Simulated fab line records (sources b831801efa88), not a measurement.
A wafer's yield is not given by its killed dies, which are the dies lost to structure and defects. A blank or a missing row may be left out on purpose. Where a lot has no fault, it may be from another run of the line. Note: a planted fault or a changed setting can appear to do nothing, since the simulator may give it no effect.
The tool behind it: which one? ; flow sky130 ; 14 lots, 42 wafers sampled, at 5 steps of a route of 708

## WHAT EACH GAUGE READ, for each wafer
SKY_PWDE_OVL_MEAS_07.
lot;measured;on;PWDE_OVL (nm)
L217;day 3 16:50;overlay-01;-0.1 -0.8 -2.3
L218;day 3 21:32;overlay-01;0.9 -0.1 -0.2
L219;day 4 02:14;overlay-01;-1.5 -1.7 -0.7
L221;day 4 17:41;overlay-01;1.9 -0.1 1.6
L222;day 4 22:35;overlay-01;0.0 1.3 0.6
L223;day 5 04:35;overlay-02;2.3 2.3 2.4
L224;day 5 11:17;overlay-02;-0.3 2.4 0.3
L226;day 6 08:47;overlay-02;0.3 0.7 1.3
L227;day 6 11:59;overlay-02;-0.5 0.0 1.8
L228;day 6 12:53;overlay-02;0.2 0.8 0.1
L229;day 6 18:29;overlay-02;0.1 0.0 1.2
L234;day 7 21:29;overlay-02;2.4 -1.0 2.4
L235;day 8 01:56;overlay-02;0.2 0.8 2.6
L236;day 8 06:14;overlay-01;1.3 2.1 1.9

SKY_VT_ADJUST_LVTN_OVL_MEAS_07.
lot;measured;on;VT_ADJUST_LVTN_OVL (nm)
L217;day 6 13:35;overlay-01;-1.8 -0.6 -3.3
L218;day 6 21:41;overlay-01;0.0 -1.1 -0.5
L219;day 7 04:56;overlay-01;0.9 0.8 -0.5
L221;day 7 21:29;overlay-01;-1.3 -1.4 -0.8
L222;day 8 04:22;overlay-02;1.9 2.3 -0.2
L223;day 8 14:29;overlay-02;-1.9 -2.6 -2.7
L224;day 8 18:50;overlay-01;-0.3 2.4 0.2
L226;day 9 20:38;overlay-01;-1.3 0.3 -1.6
L227;day 10 01:02;overlay-02;1.0 -0.4 0.3
L228;day 10 01:41;overlay-01;-0.6 -0.6 -0.4
L229;day 10 11:14;overlay-01;-0.1 1.1 0.0
L234;day 11 15:59;overlay-01;3.1 1.8 2.7
L235;day 11 22:49;overlay-01;0.4 0.0 1.7
L236;day 12 02:34;overlay-01;0.3 -3.2 0.1

SKY_VT_ADJUST_NCORE_TW_MEAS_11.
lot;measured;on;VT_ADJUST_NCORE_TW
L217;day 8 06:38;film-metro-03;217.0 216.7 217.1
L218;day 8 15:11;film-metro-01;215.1 214.1 214.8
L219;day 8 23:08;film-metro-01;214.1 214.8 215.3
L221;day 9 16:07;film-metro-01;214.1 214.5 216.0
L222;day 10 00:56;film-metro-03;218.3 216.8 216.8
L223;day 10 13:37;film-metro-01;213.7 216.4 214.5
L224;day 10 17:38;film-metro-03;215.6 215.9 215.4
L226;day 11 19:44;film-metro-03;216.1 214.9 217.3
L227;day 12 00:41;film-metro-03;217.0 217.1 218.0
L228;day 12 01:17;film-metro-01;215.0 215.5 216.1
L229;day 12 10:51;film-metro-03;218.4 217.2 217.7
L234;day 13 19:21;film-metro-03;214.7 215.8 214.3
L235;day 14 02:26;film-metro-02;217.5 216.8 217.2
L236;day 14 06:41;film-metro-02;217.7 216.6 216.3

SKY_SONOS_ONO_THK_MEAS_05.
lot;measured;on;SONOS_ONO_CVD_04_THK (nm)
L217;day 11 07:40;film-metro-03;5.54 5.70 5.67
L218;day 11 18:11;film-metro-02;5.56 5.43 5.55
L219;day 12 03:08;film-metro-01;5.59 5.63 5.74
L221;day 12 20:13;film-metro-02;5.69 5.75 5.64
L222;day 13 05:47;film-metro-01;5.85 5.68 5.86
L223;day 13 20:32;film-metro-02;5.69 5.74 5.77
L224;day 14 00:11;film-metro-03;5.72 5.69 5.70
L226;day 15 06:28;film-metro-03;5.70 5.70 5.70
L227;day 15 11:57;film-metro-02;5.89 5.80 5.91
L228;day 15 15:17;film-metro-03;5.80 5.72 5.63
L229;day 16 03:07;film-metro-02;5.66 5.84 5.80
L234;day 17 15:35;film-metro-02;7.18 7.28 7.19
L235;day 17 21:50;film-metro-03;6.86 6.90 6.98
L236;day 18 01:18;film-metro-03;6.93 6.94 6.96

## WHAT TOOL EACH LOT RAN ON (gives the tool, then ch and the chambers of the sampled wafers, and finally the start)
lot;SKY_SONOS_ONO_CVD_04
L217;lpcvd-03 ch 1, day 11 06:25
L218;lpcvd-03 ch 0, day 11 16:56
L219;lpcvd-03 ch 1, day 12 01:53
L221;lpcvd-03 ch 0, day 12 18:56
L222;lpcvd-03 ch 1, day 13 04:32
L223;lpcvd-03 ch 0, day 13 19:16
L224;lpcvd-03 ch 1, day 13 22:18
L226;lpcvd-03 ch 1, day 15 05:13
L227;lpcvd-03 ch 0, day 15 10:42
L228;lpcvd-03 ch 0, day 15 14:02
L229;lpcvd-03 ch 0, day 16 00:17
L234;lpcvd-03 ch 0, day 17 14:19
L235;lpcvd-03 ch 1, day 17 20:35
L236;lpcvd-03 ch 1, day 18 00:03
- SKY_SONOS_ONO_CVD_04: deposits SiO2 from SiH4/N2O, target thk 5.7199 nm.

## AS READ BY THE TOOLS THEMSELVES (means over the sampled wafers that have a number; for cases with no such wafer, the mark the record gives instead)
SKY_SONOS_ONO_CVD_04.
lot;tool;spike-tc-upper-C (C)
L217;lpcvd-03;900.2
L218;lpcvd-03;896.9
L219;lpcvd-03;899.9
L221;lpcvd-03;898.2
L222;lpcvd-03;899.8
L223;lpcvd-03;898.3
L224;lpcvd-03;900.4
L226;lpcvd-03;900.2
L227;lpcvd-03;898.2
L228;lpcvd-03;898.1
L229;lpcvd-03;897.3
L234;lpcvd-03;899.0
L235;lpcvd-03;898.6
L236;lpcvd-03;900.0

## THE ANSWER, worked out from the rows above alone
Rule: what is usual is taken from the lots themselves. The widest of any qualifying gaps counts: lots, ordered by their means at a reading, are off when they make up no more than a third of the lots, leave a main group of 4 or more, and stand apart from it by 3 or more times the standard deviation of that group's means. A main group whose means are all the same, to the digits that the tables above print for the reading, isn't used. Also off: a lot with no number at a reading for which 4 or more lots have one. Any other lot the step has rows for is counted as sound. The gauges are gone through in route order, then the tools' own readings, and for those a lot's mean is taken as printed above. The first step at which some lot is off is used, and at that step the reading that is off furthest; a lot without a number counts as furthest.
Off: L234, L235, L236, seen at SKY_SONOS_ONO_THK_MEAS_05 (SONOS_ONO_CVD_04_THK). The main group has a mean of 5.71 nm with a standard deviation of 0.087.
If a tool, at a process step before that reading, ran all the lots that are off and no sound lot after the first of them, it fits. Gauges at SKY_SONOS_ONO_THK_MEAS_05: tried the same way as those tools. One candidate fits, namely lpcvd-03 at SKY_SONOS_ONO_CVD_04. Its last sound lot is L229 (day 16 00:17), its first lot that is off L234 (day 17 14:19): a fault that began between those two fits.

## WHAT THE SIMULATOR PUT IN
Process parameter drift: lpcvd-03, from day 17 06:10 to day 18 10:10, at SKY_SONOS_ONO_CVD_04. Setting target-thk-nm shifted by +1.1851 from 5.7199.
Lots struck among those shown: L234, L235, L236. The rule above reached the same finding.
